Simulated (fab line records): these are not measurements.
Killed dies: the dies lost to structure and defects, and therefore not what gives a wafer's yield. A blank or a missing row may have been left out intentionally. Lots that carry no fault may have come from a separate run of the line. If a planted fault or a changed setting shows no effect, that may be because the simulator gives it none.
Matching of chambers    flow sky130    SKY_VIA3_CMP_02 on cmp-01 has 4 sister chambers
The step polishes SiO2. 30 wafers are shown with their chamber, then 12 later ones without.

EACH WAFER AND ITS CHAMBER
wafer   chamber  motor_current_A (A)
L075.1  2        12.4
L075.5  3        11.9
L075.6  2        12.3
L075.2  3        12.7
L075.3  0        13.4
L075.4  1        13.6
L077.3  2        12.6
L077.4  0        12.7
L077.6  0        13.2
L083.2  1        13.9
L083.4  3        12.4
L083.6  0        13.3
L084.1  1        13.5
L084.4  2        12.1
L084.6  1        14.7
L085.3  0        13.1
L085.5  3        13.0
L085.6  0        13.6
L087.2  1        14.2
L087.5  0        12.8
L087.6  1        14.2
L089.2  0        13.2
L089.5  0        13.4
L089.6  1        13.6
L092.2  2        11.5
L092.4  1        13.8
L092.5  2        12.5
L092.1  3        12.3
L092.3  0        13.8
L092.6  1        14.0

SIGNATURES, as means of the wafers listed above
reading          chamber 0  chamber 1  chamber 2  chamber 3  scatter within a chamber
motor_current_A  13.250     13.944     12.233     12.460     0.375
Rule: for a wafer and a chamber, the distance is found by dividing, reading by reading, the gap between the wafer's reading and the chamber's mean by the reading's scatter, squaring, summing and taking the root. The wafer belongs to the nearest chamber; if the next one is less than 2 further off, it can't be placed. The scatter is the square root of a quotient: the sum, over the shown wafers, of each reading's squared deviation from its chamber's mean, divided by wafers minus chambers.

WAFERS WHOSE CHAMBER IS MISSING
wafer   motor_current_A (A)
L090.2  12.7
L090.3  15.0
L090.5  13.9
L093.1  12.0
L093.2  14.0
L093.4  12.6
L096.1  12.6
L096.2  14.1
L096.5  12.7
L096.3  12.6
L096.4  13.5
L096.6  12.8

WHICH CHAMBER EACH ONE RAN IN
wafer   from the rows above           in truth
L090.2  can't be placed: 3 or 2 or 0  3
L090.3  can't be placed: 1 or 0       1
L090.5  can't be placed: 1 or 0       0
L093.1  can't be placed: 2 or 3       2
L093.2  can't be placed: 1 or 0       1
L093.4  can't be placed: 3 or 2 or 0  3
L096.1  can't be placed: 3 or 2 or 0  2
L096.2  can't be placed: 1 or 0       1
L096.5  can't be placed: 3 or 2 or 0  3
L096.3  can't be placed: 3 or 2 or 0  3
L096.4  can't be placed: 0 or 1       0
L096.6  can't be placed: 3 or 0 or 2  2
0 of 12 placed correctly. These rows do not allow placing 12 (true chamber among the candidates in 12). 0 placed wrongly.
